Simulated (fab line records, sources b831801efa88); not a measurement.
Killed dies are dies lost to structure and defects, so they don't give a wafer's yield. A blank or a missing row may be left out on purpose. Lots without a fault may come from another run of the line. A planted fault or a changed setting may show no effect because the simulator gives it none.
One fault seen from 2 desks | flow sky130 | each desk has only its own numbers; what lay behind them comes last

THE METROLOGY DESK
What the gauges read, lot by lot, whatever tool the lot ran on: means of the sampled wafers that have a number. A lot is out of limits, marked OUT, if its mean lies more than 4 standard deviations from the usual mean; the brackets give that distance.
Columns: A = PASSIVATION_CVD_00_THK at SKY_PASSIVATION_THK_MEAS_01, usual 90.1 nm; B = PASSIVATION_CVD_02_THK at SKY_PASSIVATION_THK_MEAS_03, usual 540 nm
lot  | first seen here | A    | B
L654 | day 44 05:10    | 89.5 | 534
L655 | day 44 18:07    | 90.2 | 539
L657 | day 45 02:32    | 91.2 | 545
L658 | day 45 13:01    | 90.6 | 547
L661 | day 46 09:19    | 89.0 | 540
L662 | day 46 16:51    | 89.6 | 554
L667 | day 47 20:15    | 89.8 | 537
L672 | day 48 17:47    | 89.9 | 539
L673 | day 48 21:48    | 89.8 | 534
L674 | day 49 03:27    | 90.4 | 540
L676 | day 49 04:23    | 90.7 | 536
L677 | day 49 18:40    | 91.4 | 538
This desk's finding: nothing out of limits on any of the 12 lots.

THE TOOL OWNER'S DESK: pvd_sputter-01
The tool's own readings at SKY_METAL1_SPUTTER_00 (material Ti, target thk 15 nm, time 10 s): means of the sampled wafers that have a number, for each lot that ran on this tool. A lot is out of limits, marked OUT, if its mean lies more than 4 standard deviations from the usual mean; the brackets give that distance.
Columns: A = chamber_pressure_pa at SKY_METAL1_SPUTTER_00, usual 0.3999 Pa; B = throttle_valve_pct at SKY_METAL1_SPUTTER_00, usual 30.2 %
lot  | first seen here | A      | B
L655 | day 32 18:15    | 0.3999 | 30.5
L658 | day 33 18:59    | 0.3994 | 30.2
L661 | day 34 16:53    | 0.4005 | 30.2
L662 | day 35 04:02    | 0.4003 | 30.6
L673 | day 37 23:27    | 0.3999 | 30.4
L674 | day 38 06:58    | 0.3998 | 30.1
L676 | day 38 10:23    | 0.4009 | 30.1
L677 | day 39 03:55    | 0.4003 | 29.6
This desk's finding: nothing out of limits on any of the 8 lots.

PUT TOGETHER
The metrology desk saw nothing out of limits.
The tool owner's desk saw nothing out of limits.

WHAT THE SIMULATOR HAD PUT IN
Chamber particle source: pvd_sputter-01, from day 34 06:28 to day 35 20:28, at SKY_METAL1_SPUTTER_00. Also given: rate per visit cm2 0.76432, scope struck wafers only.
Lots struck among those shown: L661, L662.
